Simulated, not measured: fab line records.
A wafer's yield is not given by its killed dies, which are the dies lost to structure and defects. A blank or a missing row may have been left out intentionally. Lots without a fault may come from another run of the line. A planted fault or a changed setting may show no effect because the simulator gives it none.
Which tool is to blame? + flow gf180mcu + 42 wafers from 14 lots sampled at 5 of the route's 602 steps

== WHAT THE GAUGES SHOWED, per wafer ==
GF_V4_RS_MEAS_24: measures by four-point-probe.
| lot  | measured     | on            | V4_W_RS (ohm/sq)  |
|------|--------------|---------------|-------------------|
| L158 | day 24 13:18 | film metro-01 | 0.318 0.320 0.324 |
| L160 | day 25 09:11 | film metro-04 | 0.328 0.329 0.331 |
| L162 | day 26 05:54 | film metro-04 | 0.334 0.331 0.332 |
| L163 | day 26 15:08 | film metro-04 | 0.325 0.327 0.330 |
| L169 | day 28 08:23 | film metro-04 | 0.326 0.324 0.325 |
| L171 | day 29 00:59 | film metro-03 | 0.328 0.325 0.328 |
| L172 | day 29 03:35 | film metro-01 | 0.326 0.325 0.329 |
| L174 | day 30 02:23 | film metro-03 | 0.326 0.329 0.331 |
| L176 | day 30 13:37 | film metro-03 | 0.327 0.327 0.332 |
| L175 | day 30 15:16 | film metro-04 | 0.332 0.327 0.326 |
| L177 | day 30 16:11 | film metro-01 | 0.323 0.325 0.329 |
| L178 | day 30 23:28 | film metro-03 | 0.332 0.325 0.326 |
| L179 | day 31 11:49 | film metro-03 | 0.329 0.324 0.322 |
| L180 | day 31 13:06 | film metro-01 | 0.329 0.325 0.325 |

GF_M5_CD_MEAS_07: target cd 280 nm.
| lot  | measured     | on        | cd nm (nm)        |
|------|--------------|-----------|-------------------|
| L158 | day 26 08:19 | cd sem-01 | 280.3 279.5 279.8 |
| L160 | day 27 04:34 | cd sem-02 | 282.3 280.9 282.1 |
| L162 | day 27 23:46 | cd sem-02 | 222.4 222.7 236.9 |
| L163 | day 28 06:46 | cd sem-02 | 240.2 251.9 268.1 |
| L169 | day 29 23:27 | cd sem-01 | 279.4 279.9 280.4 |
| L171 | day 30 15:01 | cd sem-02 | 279.1 279.3 277.9 |
| L172 | day 30 17:47 | cd sem-02 | 279.5 278.8 278.9 |
| L174 | day 31 14:33 | cd sem-01 | 280.5 280.8 279.8 |
| L176 | day 32 01:04 | cd sem-01 | 277.4 278.6 278.4 |
| L175 | day 32 02:26 | cd sem-01 | 277.7 278.4 279.1 |
| L177 | day 32 04:36 | cd sem-01 | 282.2 280.9 280.7 |
| L178 | day 32 11:00 | cd sem-01 | 280.9 280.4 279.6 |
| L179 | day 32 22:02 | cd sem-02 | 281.0 280.3 280.5 |
| L180 | day 32 23:46 | cd sem-01 | 279.8 278.5 279.2 |

== TOOL THAT RAN EACH LOT (tool first, then ch and the chambers of the sampled wafers, then the start) ==
| lot  | GF_V4_CVD_02                    | GF_V4_ETCH_17                                 | GF_M5_EXPOSE_04                   |
|------|---------------------------------|-----------------------------------------------|-----------------------------------|
| L158 | pecvd-03 ch 0,1,2, day 23 13:34 | rie diel-01 ch 0,1, day 24 13:18 or earlier   | krf scanner-02 ch 0, day 25 22:38 |
| L160 | pecvd-02 ch 0,2, day 24 09:59   | rie diel-02 ch 1,2,3, day 25 09:11 or earlier | krf scanner-02 ch 0, day 26 17:53 |
| L162 | pecvd-02 ch 0,1, day 25 06:57   | rie diel-01 ch 0,2,3, day 26 05:54 or earlier | krf scanner-01 ch 0, day 27 13:34 |
| L163 | pecvd-02 ch 1,2, day 25 16:36   | rie diel-01 ch 1,3, day 26 15:08 or earlier   | krf scanner-01 ch 0, day 27 21:52 |
| L169 | pecvd-03 ch 0,2, day 27 10:07   | rie diel-01 ch 1,2,3, day 28 08:23 or earlier | krf scanner-02 ch 0, day 29 14:53 |
| L171 | pecvd-01 ch 0,2, day 28 04:01   | rie diel-01 ch 1,2, day 29 00:59 or earlier   | krf scanner-02 ch 0, day 30 05:38 |
| L172 | pecvd-03 ch 0,1,2, day 28 06:27 | rie diel-04 ch 0,2,3, day 29 03:35 or earlier | krf scanner-02 ch 0, day 30 08:43 |
| L174 | pecvd-01 ch 0,2, day 29 05:32   | rie diel-04 ch 0,1,2, day 30 02:23 or earlier | krf scanner-01 ch 0, day 31 06:46 |
| L176 | pecvd-03 ch 0,1,2, day 29 18:06 | rie diel-01 ch 2,3, day 30 13:37 or earlier   | krf scanner-02 ch 0, day 31 16:56 |
| L175 | pecvd-03 ch 0,2, day 29 19:20   | rie diel-01 ch 1,2,3, day 30 15:16 or earlier | krf scanner-01 ch 0, day 31 17:58 |
| L177 | pecvd-02 ch 0,1, day 29 19:50   | rie diel-01 ch 0,2, day 30 16:11 or earlier   | krf scanner-02 ch 0, day 31 19:44 |
| L178 | pecvd-03 ch 1,2, day 30 04:05   | rie diel-01 ch 0,2, day 30 23:28 or earlier   | krf scanner-01 ch 0, day 32 03:11 |
| L179 | pecvd-03 ch 0,1, day 30 16:07   | rie diel-04 ch 0,3, day 31 11:49 or earlier   | krf scanner-01 ch 0, day 32 13:58 |
| L180 | pecvd-01 ch 0,2, day 30 17:15   | rie diel-01 ch 0,3, day 31 13:06 or earlier   | krf scanner-02 ch 0, day 32 15:28 |
- GF_V4_CVD_02: deposits SiO2 from TEOS, target thk 850 nm, time 94.851 s.
- GF_V4_ETCH_17: etches SiO2 in C4F8/O2/Ar, stops on TiN, target depth 630 nm.
- GF_M5_EXPOSE_04: exposes mask Metal5, target cd 280 nm.

== WHAT THE TOOLS THEMSELVES READ (means of the sampled wafers that have a number; where no wafer has one, the mark that the record gives instead) ==
GF_V4_CVD_02.
| lot  | tool     | heater power w (W) |
|------|----------|--------------------|
| L158 | pecvd-03 | 614                |
| L160 | pecvd-02 | 667                |
| L162 | pecvd-02 | 697                |
| L163 | pecvd-02 | 738                |
| L169 | pecvd-03 | 617                |
| L171 | pecvd-01 | 688                |
| L172 | pecvd-03 | 633                |
| L174 | pecvd-01 | 675                |
| L176 | pecvd-03 | 591                |
| L175 | pecvd-03 | 586                |
| L177 | pecvd-02 | 667                |
| L178 | pecvd-03 | 593                |
| L179 | pecvd-03 | 718                |
| L180 | pecvd-01 | 651                |

GF_V4_ETCH_17.
| lot  | tool        | oes product au (a.u.) |
|------|-------------|-----------------------|
| L158 | rie diel-01 | 0.852                 |
| L160 | rie diel-02 | 0.855                 |
| L162 | rie diel-01 | 0.855                 |
| L163 | rie diel-01 | 0.854                 |
| L169 | rie diel-01 | 0.862                 |
| L171 | rie diel-01 | 0.860                 |
| L172 | rie diel-04 | 0.856                 |
| L174 | rie diel-04 | 0.852                 |
| L176 | rie diel-01 | 0.852                 |
| L175 | rie diel-01 | 0.856                 |
| L177 | rie diel-01 | 0.855                 |
| L178 | rie diel-01 | 0.857                 |
| L179 | rie diel-04 | 0.860                 |
| L180 | rie diel-01 | 0.851                 |

GF_M5_EXPOSE_04.
| lot  | tool           | reticle temp C (C) |
|------|----------------|--------------------|
| L158 | krf scanner-02 | 23.08              |
| L160 | krf scanner-02 | 23.14              |
| L162 | krf scanner-01 | 23.08              |
| L163 | krf scanner-01 | 22.98              |
| L169 | krf scanner-02 | 22.91              |
| L171 | krf scanner-02 | 22.98              |
| L172 | krf scanner-02 | 23.02              |
| L174 | krf scanner-01 | 22.87              |
| L176 | krf scanner-02 | 22.98              |
| L175 | krf scanner-01 | 23.09              |
| L177 | krf scanner-02 | 23.07              |
| L178 | krf scanner-01 | 23.09              |
| L179 | krf scanner-01 | 22.98              |
| L180 | krf scanner-02 | 22.97              |

== THE ANSWER, worked out from the rows above alone ==
Rule: usual is defined by the lots themselves. Put in order of their means at a reading, lots are off if they are a third of the lots or fewer, leave a main group of 4 or more, and stand apart from it by a gap of 3 or more times the standard deviation of the main group's means; of several such gaps the widest counts. A main group whose means are all the same, to the digits that the tables above print for the reading, isn't used. A lot without any number at a reading at which 4 lots or more have one is off too. The other lots that the step has rows for count as sound. Order of review: gauges by route order, followed by the tools' own readings, for which a lot's mean as printed above is used. The first step at which some lot is off is used, and at that step the reading that is off furthest; a lot without a number counts as furthest.
Off: L162, L163, at GF_M5_CD_MEAS_07 (cd nm). The main group: mean 279.8 nm, standard deviation 1.1.
If a tool, at a process step before that reading, ran all the lots that are off and no sound lot after the first of them, it fits. The gauges at GF_M5_CD_MEAS_07 are tried like those tools. GF_V4_ETCH_17: start missing for some lots; hours and lot order therefore follow GF_V4_RS_MEAS_24. Not one of the candidates tried fits.

== WHAT THE SIMULATOR HAD INSERTED ==
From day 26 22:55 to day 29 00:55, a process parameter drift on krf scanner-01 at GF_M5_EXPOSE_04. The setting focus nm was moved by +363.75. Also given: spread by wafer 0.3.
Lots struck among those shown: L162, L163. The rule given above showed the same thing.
